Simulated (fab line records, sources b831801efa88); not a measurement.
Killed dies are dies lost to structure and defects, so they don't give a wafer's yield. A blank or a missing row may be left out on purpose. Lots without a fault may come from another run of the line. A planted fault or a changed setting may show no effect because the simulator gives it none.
fab line records | flow sky130 | part 2 of 2: steps 30 to 40 of 40
record lots=5 wafers=15 last_day=50
route steps=708 shown VT_ADJUST_LVTN@97 VT_ADJUST_NCORE@119 VT_ADJUST_HVTR@131
lots that met no fault: from a run of the same line without faults
start_h: hours from the record's first day to the start of the lot's first wafer shown | wait_h: hours since the lot's step before | " the same as in the row above | L1.1+2: a row that stands for several wafers | - no value, or no start given | * or withheld: withheld | < > ~ a bound
route shown NAME@n: a module of which the file shows steps, and the number in the route of the first | usual: mean/standard deviation of fault-free wafers | same: alike in all rows | chamber/n: place in a boat | sites: the reading at each site | _std_site: their standard deviation | _edge_site: outer sites' mean less inner sites' | radius_mm: how far each site lies from the wafer's centre | mask NAME#n: copy n | behind: the tool/chamber that last shaped the wafer | hold: why the lot was held/for how many hours/how that ended | device: the transistor (n, p or np) that didn't switch | end of line: the same wafers' tests at the end of the route | a step without rows: its recipe alone | killed: dies lost to structure and defects at the first sort, not the wafer's yield | map: a wafer's dies, x killed, . not, _ none there
set.NAME: the setting as run; set.NAME@STEP: as run at that earlier step | model.NAME: the simulator's own value behind a step, which no gauge read
lots at some steps of the route; a table a step, a row a wafer
services: from which hour (start_h, from the record's first day; less than 0 if before it) a tool's chamber was out of use, for how many hours, and why
## steps
# step SKY_VT_ADJUST_NCORE_CD_MEAS_07
# recipe target_cd_nm=380
# usual cd_nm=379.2/2.1
# columns lot.wafer tool chamber start_h wait_h cd_nm
L079.1 cd_sem-02 - 227.14 0.1 377.3
L079.2 " - " " 379.1
L079.3 " - " " 379.2
L080.1 cd_sem-02 - 228.99 0.1 377.2
L080.2 " - " " 377.6
L080.5 " - " " 376.4
L083.2 cd_sem-01 - 242.76 0.1 379.8
L083.5 " - " " 377.4
L083.6 " - " " 381.4
L087.3 cd_sem-01 - 277.96 0.1 378.0
L087.5 " - " " 381.8
L087.6 " - " " 380.9
L097.1 cd_sem-01 - 348.47 0.1 379.9
L097.2 " - " " 377.3
L097.6 " - " " 382.4
# step SKY_VT_ADJUST_NCORE_OVL_MEAS_08
# usual VT_ADJUST_NCORE_OVL=-0.3/1.4
# columns lot.wafer tool chamber start_h wait_h VT_ADJUST_NCORE_OVL[nm]
L079.1 overlay-01 - 227.26 0.1 2.6
L079.2 " - " " 0.8
L079.3 " - " " 3.5
L080.1 overlay-02 - 229.11 0.1 -1.7
L080.2 " - " " -0.5
L080.5 " - " " -0.7
L083.2 overlay-02 - 242.87 0.1 0.3
L083.5 " - " " -0.4
L083.6 " - " " 1.2
L087.3 overlay-01 - 278.05 0.1 -1.9
L087.5 " - " " -3.1
L087.6 " - " " -2.8
L097.1 overlay-02 - 348.59 0.1 -0.6
L097.2 " - " " -2.2
L097.6 " - " " -1.3
# step SKY_VT_ADJUST_NCORE_IMPLANT_09
# recipe species=B energy_kev=10 dose_cm2=2.4e+12 tilt_deg=withheld
# columns lot.wafer tool chamber start_h wait_h
L079.1+2+3 implanter-02 0 227.30 0.0
L080.1+2+5 implanter-03 0 229.15 0.0
L083.2+5+6 implanter-03 0 242.92 0.0
L087.3+5+6 implanter-01 0 278.12 0.1
L097.1+2+6 implanter-02 0 348.62 0.0
# step SKY_VT_ADJUST_NCORE_STRIP_10
# recipe chemistry=O2/N2 power_w=1400 pressure_mtorr=1500 platen_temp_c=withheld o2_flow_sccm=3000 n2_flow_sccm=300 overash_fraction=0.5
# usual chamber_pressure_mTorr=1499.9/1.3 drypump_motor_current_A=5.9/0.5 o2_flow_sccm=3000/9.6 oes_product_au=0.715/0.0044 strip_time_to_endpoint_s=14.16/0.054
# columns lot.wafer tool chamber start_h wait_h chamber_pressure_mTorr drypump_motor_current_A o2_flow_sccm oes_product_au rf_hours_counter_h strip_time_to_endpoint_s
L079.1 plasma_asher-04 0 227.45 0.1 1499.6 5.4 2993 0.707 56 14.26
L079.2 " 1 " " 1500.0 6.2 2994 0.706 56 14.26
L079.3 " 0 " " 1499.7 5.3 2991 0.718 - 14.27
L080.1 plasma_asher-04 0 229.30 0.1 1498.7 5.3 3020 0.717 56 14.16
L080.2 " 1 " " 1499.3 6.3 2999 0.712 56 14.18
L080.5 " 1 " " 1501.8 6.2 2998 0.712 - 14.17
L083.2 plasma_asher-03 0 243.05 0.1 1499.6 5.0 2997 0.724 12 14.16
L083.5 " 1 " " 1499.0 6.0 2997 0.704 - 14.14
L083.6 " 0 " " 1499.4 5.0 2998 0.717 - 14.11
L087.3 plasma_asher-01 1 278.26 0.1 1499.5 6.4 3017 0.709 - 14.14
L087.5 " 1 " " 1499.3 6.5 3018 0.717 - 14.19
L087.6 " 0 " " 1500.1 5.6 2988 0.719 - 14.09
L097.1 plasma_asher-01 0 348.77 0.1 1498.5 5.6 2993 0.719 63 14.18
L097.2 " 1 " " 1499.7 6.5 3002 0.719 63 14.18
L097.6 " 1 " " 1500.5 6.5 3005 0.712 - 14.16
# step SKY_VT_ADJUST_NCORE_TW_MEAS_11
# usual VT_ADJUST_NCORE_TW=217.7/2.3
# columns lot.wafer tool chamber start_h wait_h VT_ADJUST_NCORE_TW
L079.1 film_metro-04 - 227.55 0.1 220.0
L079.2 " - " " 220.7
L079.3 " - " " 220.4
L080.1 film_metro-03 - 229.40 0.1 217.2
L080.2 " - " " 218.9
L080.5 " - " " 218.5
L083.2 film_metro-02 - 243.16 0.1 216.4
L083.5 " - " " 216.2
L083.6 " - " " 217.7
L087.3 film_metro-04 - 278.34 0.1 220.3
L087.5 " - " " 220.5
L087.6 " - " " 219.9
L097.1 film_metro-03 - 348.87 0.1 217.3
L097.2 " - " " 217.0
L097.6 " - " " 218.0
# step SKY_VT_ADJUST_HVTR_DEHYDRATE_00
# recipe temp_c=200 time_s=60
# usual heater_power_total_W=160.37/0.13 plate_temp_C=200.01/0.16
# columns lot.wafer tool chamber start_h wait_h heater_power_total_W plate_temp_C
L079.1 litho_track-04 0 238.39 10.8 160.33 199.74
L079.2 " 0 " " 160.58 199.85
L079.3 " 0 " " 160.49 200.01
L080.1 litho_track-04 0 240.29 10.9 160.46 199.99
L080.2 " 0 " " 160.36 200.17
L080.5 " 0 " " 160.31 200.12
L083.2 litho_track-04 0 253.56 10.4 160.52 200.09
L083.5 " 0 " " 160.45 200.25
L083.6 " 0 " " 160.42 200.03
L087.3 litho_track-01 0 289.90 11.5 160.45 199.84
L087.5 " 0 " " 160.44 199.92
L087.6 " 0 " " 160.33 200.10
L097.1 litho_track-02 0 362.44 13.6 160.41 199.92
L097.2 " 0 " " 160.26 200.08
L097.6 " 0 " " 160.51 200.32
# step SKY_VT_ADJUST_HVTR_HMDS_01
# recipe prime_time_s=60 prime_temp_c=120
# columns lot.wafer tool chamber start_h wait_h
L079.1+2+3 litho_track-04 0 238.54 0.1
L080.1+2+5 litho_track-04 0 240.44 0.1
L083.2+5+6 litho_track-04 0 253.71 0.1
L087.3+5+6 litho_track-01 0 290.05 0.1
L097.1+2+6 litho_track-02 0 362.59 0.1
# step SKY_VT_ADJUST_HVTR_COAT_02
# recipe resist=NOVOLAK spin_rpm=3000 resist_thk_nm=1140
# columns lot.wafer tool chamber start_h wait_h
L079.1+2+3 litho_track-04 0 238.69 0.1
L080.1+2+5 litho_track-04 0 240.59 0.1
L083.2+5+6 litho_track-04 0 253.86 0.1
L087.3+5+6 litho_track-01 0 290.20 0.1
L097.1+2+6 litho_track-02 0 362.74 0.1
# step SKY_VT_ADJUST_HVTR_SOFTBAKE_03
# recipe temp_c=90 time_s=60 resist=NOVOLAK
# usual heater_power_total_W=56.59/0.049 plate_temp_C=90.04/0.12
# columns lot.wafer tool chamber start_h wait_h heater_power_total_W plate_temp_C
L079.1 litho_track-04 0 238.84 0.1 56.72 89.84
L079.2 " 0 " " 56.57 89.82
L079.3 " 0 " " 56.62 89.85
L080.1 litho_track-04 0 240.74 0.1 56.60 89.95
L080.2 " 0 " " 56.55 89.98
L080.5 " 0 " " 56.54 90.04
L083.2 litho_track-04 0 254.01 0.1 56.57 90.27
L083.5 " 0 " " 56.67 90.01
L083.6 " 0 " " 56.64 90.06
L087.3 litho_track-01 0 290.35 0.1 56.59 90.09
L087.5 " 0 " " 56.62 90.22
L087.6 " 0 " " 56.47 90.06
L097.1 litho_track-02 0 362.89 0.1 56.66 90.04
L097.2 " 0 " " 56.58 89.94
L097.6 " 0 " " 56.61 89.97
# step SKY_VT_ADJUST_HVTR_EXPOSE_04
# recipe mask_id=HVTRM target_cd_nm=380 na=0.6 source_shape=conventional sigma_outer=0.6 dose_mj=150
# columns lot.wafer tool chamber start_h wait_h mask
L079.1+2+3 iline_stepper-01 0 - - HVTRM#0
L080.1+2+5 iline_stepper-02 0 - - HVTRM#0
L083.2+5+6 iline_stepper-02 0 - - HVTRM#0
L087.3+5+6 iline_stepper-01 0 - - HVTRM#0
L097.1+2+6 iline_stepper-02 0 - - HVTRM#0
# step SKY_VT_ADJUST_HVTR_PEB_05
# recipe temp_c=withheld time_s=* resist=NOVOLAK
# columns lot.wafer tool chamber start_h wait_h
L079.1+2+3 litho_track-04 0 - -
L080.1+2+5 litho_track-04 0 - -
L083.2+5+6 litho_track-02 0 - -
L087.3+5+6 litho_track-02 0 - -
L097.1+2+6 litho_track-04 0 - -
## services
# columns tool chamber start_h hours kind
iline_stepper-02 - 156.06 11.4 repair
implanter-04 - 158.12 4.9 pm
implanter-01 - 162.98 21.8 pm
iline_stepper-01 - 167.61 1.7 pm
iline_stepper-01 - 167.72 0.8 repair
plasma_asher-01 - 171.03 2.8 pm
plasma_asher-04 - 182.90 10.3 pm
implanter-03 - 189.67 1.4 repair
plasma_asher-03 - 192.72 4.5 repair
implanter-03 - 195.31 23.4 pm
plasma_asher-01 - 212.75 12.0 repair
implanter-04 - 216.13 3.8 repair
implanter-04 - 218.95 5.1 repair
plasma_asher-03 - 234.28 2.2 repair
implanter-01 - 269.86 4.9 repair
iline_stepper-02 - 279.37 1.7 pm
plasma_asher-04 - 280.07 2.8 pm
plasma_asher-04 - 307.58 1.6 repair
iline_stepper-02 - 318.42 2.1 pm
implanter-02 - 319.72 5.6 pm
plasma_asher-03 - 327.96 13.8 repair
implanter-03 - 351.34 4.6 repair
iline_stepper-02 - 365.77 4.4 pm
implanter-04 - 371.56 3.3 repair
